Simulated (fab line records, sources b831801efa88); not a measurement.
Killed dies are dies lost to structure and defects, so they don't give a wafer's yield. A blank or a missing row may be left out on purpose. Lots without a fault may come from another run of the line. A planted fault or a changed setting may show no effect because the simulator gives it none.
fab line records | flow sky130
record lots=10 wafers=30 last_day=50
route steps=708 shown METAL1@440 METAL2@487 PAD_OPEN@708
lots that met no fault: from a run of the same line without faults
start_h: hours from the record's first day to the start of the lot's first wafer shown | wait_h: hours since the lot's step before | " the same as in the row above | L1.1+2: a row that stands for several wafers | - no value, or no start given | * or withheld: withheld | < > ~ a bound
route shown NAME@n: a module of which the file shows steps, and the number in the route of the first | usual: mean/standard deviation of fault-free wafers | same: alike in all rows | chamber/n: place in a boat | sites: the reading at each site | _std_site: their standard deviation | _edge_site: outer sites' mean less inner sites' | radius_mm: how far each site lies from the wafer's centre | mask NAME#n: copy n | behind: the tool/chamber that last shaped the wafer | hold: why the lot was held/for how many hours/how that ended | device: the transistor (n, p or np) that didn't switch | end of line: the same wafers' tests at the end of the route | a step without rows: its recipe alone | killed: dies lost to structure and defects at the first sort, not the wafer's yield | map: a wafer's dies, x killed, . not, _ none there
set.NAME: the setting as run; set.NAME@STEP: as run at that earlier step | model.NAME: the simulator's own value behind a step, which no gauge read
steps of the route over a sample of lots; a table a step, a row a wafer
services: from which hour (start_h, from the record's first day; less than 0 if before it) a tool's chamber was out of use, for how many hours, and why
## steps
# step SKY_METAL1_THK_MEAS_06
# recipe thk_meas_gauge=xrf reads=AlCu_of_METAL1_SPUTTER_02
# usual METAL1_ALCU_THK=253/3.6
# columns lot.wafer tool chamber start_h wait_h METAL1_ALCU_THK[nm]
L737.1 film_metro-01 - 742.98 0.1 250
L737.3 " - " " 254
L737.5 " - " " 252
L738.2 film_metro-03 - 753.19 0.1 255
L738.4 " - " " 255
L738.5 " - " " 251
L744.1 film_metro-02 - 827.21 0.1 255
L744.5 " - " " 257
L744.6 " - " " 252
L748.2 film_metro-01 - 846.65 0.1 247
L748.5 " - " " 246
L748.6 " - " " 243
L750.2 film_metro-03 - 867.24 0.1 252
L750.3 " - " " 252
L750.4 " - " " 254
L751.1 film_metro-01 - 870.24 0.1 256
L751.4 " - " " 260
L751.5 " - " " 259
L752.2 film_metro-03 - 871.14 0.1 254
L752.3 " - " " 252
L752.5 " - " " 254
L754.1 film_metro-01 - 878.37 0.1 258
L754.5 " - " " 256
L754.6 " - " " 263
L757.1 film_metro-01 - 902.28 0.1 250
L757.2 " - " " 253
L757.6 " - " " 249
L758.3 film_metro-02 - 909.15 0.1 247
L758.5 " - " " 254
L758.6 " - " " 250
# step SKY_METAL1_METAL_ETCH_19
# recipe target_depth_a=3600 stop_on=SiO2 over_etch_frac=0.3 time_s=78 chemistry=Cl2/BCl3 resist_sidewall_deg=88 pressure_mtorr=10 icp_w=900 bias_w=48.5 Cl2_flow_sccm=60 bcl3_flow_sccm=30
# usual drypump_motor_current_A=5.9/0.35 he_backside_leak_sccm=3.28/0.17 oes_product_au=0.857/0.0061 throttle_valve_pct=22.264/0.0087
# columns lot.wafer tool chamber start_h wait_h drypump_motor_current_A he_backside_leak_sccm oes_product_au rf_hours_counter_h throttle_valve_pct
L737.1 rie_metal-02 1 770.21 0.0 5.2 3.58 0.854 9 22.263
L737.3 " 0 " " 6.3 3.19 0.859 - 22.254
L737.5 " 1 " " 5.2 3.48 0.861 - 22.256
L738.2 rie_metal-03 0 780.03 0.0 6.1 3.23 0.860 4 22.275
L738.4 " 1 " " 5.6 3.28 0.862 - 22.262
L738.5 " 0 " " 6.1 3.02 0.853 - 22.281
L744.1 rie_metal-04 0 853.64 0.0 6.1 3.08 0.854 14 22.256
L744.5 " 1 " " 6.1 3.40 0.860 - 22.260
L744.6 " 0 " " 6.1 3.14 0.859 - 22.264
L748.2 rie_metal-02 1 872.49 0.0 5.2 3.43 0.850 13 22.270
L748.5 " 1 " " 5.2 4.08 0.844 - 22.256
L748.6 " 0 " " 6.3 3.35 0.842 - 22.261
L750.2 rie_metal-04 0 893.36 0.0 6.1 3.13 0.843 15 22.275
L750.3 " 0 " " 6.1 3.25 0.859 - 22.252
L750.4 " 1 " " 6.1 3.35 0.864 - 22.271
L751.1 rie_metal-03 1 896.76 0.0 5.6 3.31 0.861 5 22.283
L751.4 " 0 " " 6.1 3.12 0.874 - 22.252
L751.5 " 1 " " 5.6 3.08 0.855 - 22.247
L752.2 rie_metal-03 1 897.34 0.0 5.6 3.31 0.852 5 22.261
L752.3 " 0 " " 6.1 3.21 0.855 - 22.277
L752.5 " 0 " " 6.1 3.21 0.849 - 22.253
L754.1 rie_metal-04 1 903.53 0.0 6.1 3.33 0.856 12 22.256
L754.5 " 1 " " 6.1 3.41 0.863 - 22.257
L754.6 " 0 " " 6.1 3.18 0.858 - 22.252
L757.1 rie_metal-04 0 927.19 0.0 6.0 3.14 0.857 0 22.272
L757.2 " 1 " " 6.1 3.38 0.852 14 22.268
L757.6 " 1 " " 6.1 3.37 0.852 - 22.275
L758.3 rie_metal-04 1 934.79 0.1 6.1 3.39 0.851 - 22.263
L758.5 " 0 " " 6.1 3.08 0.858 - 22.276
L758.6 " 1 " " 6.1 3.39 0.851 - 22.263
# step SKY_METAL2_SPUTTER_04
# recipe material=TiN target_thk_nm=70 power_w=6500 time_s=58.3 chamber_pressure_pa=0.4
# usual throttle_valve_pct=30.2/0.79
# columns lot.wafer tool chamber start_h wait_h throttle_valve_pct
L737.1 pvd_sputter-02 - 799.54 0.0 29.7
L737.3 " - " " 30.2
L737.5 " - " " 30.0
L738.2 pvd_sputter-02 - 811.44 0.0 30.0
L738.4 " - " " 29.7
L738.5 " - " " 30.0
L744.1 pvd_sputter-02 - 882.40 0.0 30.6
L744.5 " - " " 29.8
L744.6 " - " " 30.4
L748.2 pvd_sputter-03 - 900.89 0.0 30.7
L748.5 " - " " 30.0
L748.6 " - " " 29.3
L750.2 pvd_sputter-03 - 921.47 0.0 31.9
L750.3 " - " " 29.3
L750.4 " - " " 30.0
L751.1 pvd_sputter-03 - 926.41 0.0 30.5
L751.4 " - " " 29.4
L751.5 " - " " 29.4
L752.2 pvd_sputter-03 - 927.31 0.0 29.3
L752.3 " - " " 32.0
L752.5 " - " " 29.7
L754.1 pvd_sputter-03 - 931.44 0.0 32.0
L754.5 " - " " 29.6
L754.6 " - " " 29.2
L757.1 pvd_sputter-03 - 954.69 0.0 31.9
L757.2 " - " " 30.5
L757.6 " - " " 32.0
L758.3 pvd_sputter-01 - 962.22 0.0 29.6
L758.5 " - " " 29.9
L758.6 " - " " 31.1
# step SKY_METAL2_RS_MEAS_05
# recipe thk_meas_gauge=four-point-probe reads=TiN_of_METAL2_SPUTTER_04+Ti_of_METAL2_SPUTTER_03+AlCu_of_METAL2_SPUTTER_02+TiN_of_METAL2_SPUTTER_01+Ti_of_METAL2_SPUTTER_00
# usual METAL2_ALCU_RS=0.1266/0.0015
# columns lot.wafer tool chamber start_h wait_h hold METAL2_ALCU_RS[ohm/sq]
L737.1 film_metro-02 - 799.59 0.0 - 0.1255
L737.3 " - " " - 0.1274
L737.5 " - " " - 0.1255
L738.2 film_metro-02 - 811.51 0.0 - 0.1285
L738.4 " - " " - 0.1259
L738.5 " - " " - 0.1253
L744.1 film_metro-02 - 882.45 0.0 await_dispo/0.2h/release 0.1281
L744.5 " - " " await_dispo/0.2h/release 0.1256
L744.6 " - " " await_dispo/0.2h/release 0.1286
L744.1 film_metro-02 - 882.73 0.3 - 0.1279
L744.5 " - " " - 0.1256
L744.6 " - " " - 0.1282
L748.2 film_metro-01 - 900.95 0.0 - 0.1248
L748.5 " - " " - 0.1256
L748.6 " - " " - 0.1261
L750.2 film_metro-02 - 921.54 0.0 - 0.1249
L750.3 " - " " - 0.1261
L750.4 " - " " - 0.1259
L751.1 film_metro-04 - 926.46 0.0 - 0.1231
L751.4 " - " " - 0.1258
L751.5 " - " " - 0.1263
L752.2 film_metro-02 - 927.38 0.0 - 0.1279
L752.3 " - " " - 0.1266
L752.5 " - " " - 0.1270
L754.1 film_metro-02 - 931.52 0.1 - 0.1253
L754.5 " - " " - 0.1254
L754.6 " - " " - 0.1261
L757.1 film_metro-02 - 954.74 0.0 - 0.1261
L757.2 " - " " - 0.1260
L757.6 " - " " - 0.1268
L758.3 film_metro-02 - 962.31 0.1 - 0.1277
L758.5 " - " " - 0.1259
L758.6 " - " " - 0.1276
# step SKY_METAL2_THK_MEAS_06
# recipe thk_meas_gauge=xrf reads=AlCu_of_METAL2_SPUTTER_02
# usual METAL2_ALCU_THK=251/3.2
# columns lot.wafer tool chamber start_h wait_h hold METAL2_ALCU_THK[nm]
L737.1 film_metro-02 - 799.71 0.1 - 254
L737.3 " - " " - 249
L737.5 " - " " - 253
L738.2 film_metro-02 - 811.62 0.1 - 248
L738.4 " - " " - 254
L738.5 " - " " - 255
L744.1 film_metro-02 - 885.23 2.5 await_dispo/0.2h/release 248
L744.5 " - " " await_dispo/0.2h/release 238
L744.6 " - " " await_dispo/0.2h/release 250
L744.1 film_metro-02 - 885.47 0.2 - 248
L744.5 " - " " - 240
L744.6 " - " " - 249
L748.2 film_metro-01 - 901.06 0.1 - 252
L748.5 " - " " - 254
L748.6 " - " " - 252
L750.2 film_metro-02 - 921.65 0.1 - 255
L750.3 " - " " - 251
L750.4 " - " " - 249
L751.1 film_metro-04 - 926.58 0.1 - 256
L751.4 " - " " - 251
L751.5 " - " " - 250
L752.2 film_metro-02 - 927.49 0.1 - 248
L752.3 " - " " - 251
L752.5 " - " " - 250
L754.1 film_metro-02 - 931.64 0.1 - 255
L754.5 " - " " - 255
L754.6 " - " " - 252
L757.1 film_metro-02 - 954.86 0.1 - 252
L757.2 " - " " - 253
L757.6 " - " " - 251
L758.3 film_metro-02 - 962.41 0.1 - 252
L758.5 " - " " - 252
L758.6 " - " " - 253
# step SKY_METAL2_STRIP_20
# recipe chemistry=O2/N2 power_w=1400 pressure_mtorr=1500 platen_temp_c=withheld o2_flow_sccm=3000 n2_flow_sccm=300 overash_fraction=0.5
# usual drypump_motor_current_A=5.4/0.45 oes_product_au=0.343/0.0043 strip_time_to_endpoint_s=2.71/0.042
# same overash_fraction=0.5
# columns lot.wafer tool chamber start_h wait_h drypump_motor_current_A oes_product_au rf_hours_counter_h strip_time_to_endpoint_s
L737.1 plasma_asher-04 0 826.74 0.1 5.0 0.335 98 2.73
L737.3 " 0 " " 4.9 0.347 - 2.70
L737.5 " 1 " " 5.9 0.346 - 2.74
L738.2 plasma_asher-02 1 837.83 0.1 4.9 0.336 9 2.63
L738.4 " 0 " " 5.0 0.340 - 2.63
L738.5 " 1 " " 4.9 0.338 - 2.63
L744.1 plasma_asher-04 0 908.48 0.1 5.0 0.346 107 2.69
L744.5 " 1 " " 5.9 0.348 - 2.72
L744.6 " 0 " " 5.0 0.342 - 2.75
L748.2 plasma_asher-04 0 926.25 0.1 5.0 0.336 108 2.68
L748.5 " 0 " " 4.9 0.351 - 2.69
L748.6 " 1 " " 5.9 0.343 - 2.79
L750.2 plasma_asher-02 1 946.50 0.1 4.9 0.345 20 2.71
L750.3 " 0 " " 5.0 0.339 - 2.70
L750.4 " 1 " " 5.0 0.345 - 2.76
L751.1 plasma_asher-02 0 950.45 0.1 5.0 0.337 20 2.68
L751.4 " 0 " " 5.0 0.343 - 2.67
L751.5 " 0 " " 5.0 0.337 - 2.69
L752.2 plasma_asher-02 0 951.91 0.1 5.0 0.341 21 2.69
L752.3 " 0 " " 5.0 0.349 - 2.83
L752.5 " 0 " " 5.0 0.345 - 2.80
L754.1 plasma_asher-03 0 956.09 0.1 5.8 0.349 54 2.72
L754.5 " 1 " " 6.0 0.338 - 2.71
L754.6 " 0 " " 5.8 0.351 - 2.77
L757.1 plasma_asher-03 1 979.04 0.1 5.9 0.341 57 2.68
L757.2 " 0 " " 5.8 0.348 57 2.67
L757.6 " 0 " " 5.8 0.347 - 2.70
L758.3 plasma_asher-02 1 986.33 0.1 4.9 0.336 - 2.66
L758.5 " 0 " " 5.0 0.346 - 2.71
L758.6 " 1 " " 4.9 0.339 - 2.65
# step SKY_PAD_OPEN_PROBE_99
# usual defect_limited_yield=82.5/1.8 killed_at_M0_to_M3=43/6.5 killed_at_M4_up=3.1/1.8 killed_at_contacts=24/4.8 killed_at_front_end=15/4.7 killed_at_other=0.3/0.58 killed_dies=86/8.6 killed_open=47/6.7 killed_short=39/6.1 sort_bin_3_pad_short=0.8/0.38 sort_bin_5_function=10.4/1.3 sort_bin_6_memory=6.2/1.1 sort_n_pass=406/8.6 sort_yield_pct=82.5/1.8
# same gross_dies=492 killed_at_back_side=0 sort_bin_4_leakage[%]=0 sort_bin_8_speed[%]=0
# columns lot.wafer tool chamber start_h wait_h defect_limited_yield[%] killed_at_M0_to_M3 killed_at_M4_up killed_at_contacts killed_at_front_end killed_at_other killed_dies killed_open killed_short sort_bin_3_pad_short[%] sort_bin_5_function[%] sort_bin_6_memory[%] sort_n_pass sort_yield_pct[%]
L757.1 prober-02 - 1193.96 0.1 81.1 49 3 25 15 1 93 49 44 0.6 10.8 7.5 399 81.1
L757.2 prober-02 - 1194.01 0.1 83.5 30 1 28 21 1 81 53 28 1.0 9.8 5.7 411 83.5
L757.6 prober-02 - 1194.21 0.2 82.7 35 6 31 13 0 85 55 30 1.0 10.8 5.5 407 82.7
# killed by level:class
L757.1 METAL1:geometric_particle:short=10 VIA1:geometric_particle:open=9 CONTACT:geometric_particle:open=8 POLY_GATE:geometric_particle:open=7 VIA3:geometric_particle:open=7 LOCAL_INTERCONNECT:geometric_particle:short=6 VIA2:geometric_particle:open=6 CONTACT:geometric_particle:short=5
L757.2 CONTACT:geometric_particle:open=13 FIELD_ISO:geometric_particle:open=8 VIA1:geometric_particle:open=7 POLY_GATE:geometric_particle:short=6 LI_CONTACT:geometric_particle:open=6 VIA3:geometric_particle:open=5 LOCAL_INTERCONNECT:geometric_particle:short=4 CONTACT:geometric_particle:short=4
L757.6 CONTACT:geometric_particle:open=15 VIA3:geometric_particle:open=9 VIA2:geometric_particle:open=8 LI_CONTACT:geometric_particle:open=6 METAL1:geometric_particle:short=6 CONTACT:geometric_particle:short=5 VIA1:geometric_particle:open=5 FIELD_ISO:geometric_particle:open=4
## services
# columns tool chamber start_h hours kind
plasma_asher-04 - 750.63 2.5 repair
rie_metal-02 - 772.19 2.8 pm
pvd_sputter-03 0 783.63 - consumable_replace:kit
pvd_sputter-03 0 783.63 18.0 scheduled_down
pvd_sputter-03 0 783.63 18.0 vent_cycle
rie_metal-04 - 821.07 1.4 pm
pvd_sputter-03 - 830.50 0.8 repair
rie_metal-03 0 841.50 3.7 repair
rie_metal-03 - 843.18 2.8 pm
pvd_sputter-02 - 844.61 2.9 repair
pvd_sputter-01 - 851.09 0.8 repair
pvd_sputter-03 - 855.03 1.9 repair
plasma_asher-04 - 863.47 1.0 repair
rie_metal-03 - 880.65 0.1 repair
pvd_sputter-01 - 883.96 5.5 repair
pvd_sputter-01 - 886.09 6.2 repair
pvd_sputter-01 - 886.37 1.7 repair
rie_metal-02 - 886.63 0.2 repair
pvd_sputter-02 - 910.62 4.6 repair
pvd_sputter-02 - 929.41 2.2 repair
pvd_sputter-03 3 966.60 - consumable_replace:kit
pvd_sputter-03 3 966.60 18.0 scheduled_down
pvd_sputter-03 3 966.60 18.0 vent_cycle
pvd_sputter-03 - 975.62 0.7 repair
## key
first_sign step=SKY_METAL2_RS_MEAS_05 reading=visit direction=added
effect step=SKY_METAL2_THK_MEAS_06 reading=visit direction=added
met_at SKY_METAL2_SPUTTER_04
struck_lots L744
struck_wafers L744.5
not_acting_at SKY_METAL1_THK_MEAS_06,SKY_METAL1_METAL_ETCH_19,SKY_METAL2_STRIP_20
onset_between 799.54 882.40
fault kind=process_parameter_drift tool=pvd_sputter-02 chamber=- onset_h=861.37 steps=SKY_METAL2_SPUTTER_04 channel=target_thk_nm offset=27.878 shape=step end_h=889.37 acts_in=these_recipes_only stated=70 scope=struck_wafers_only
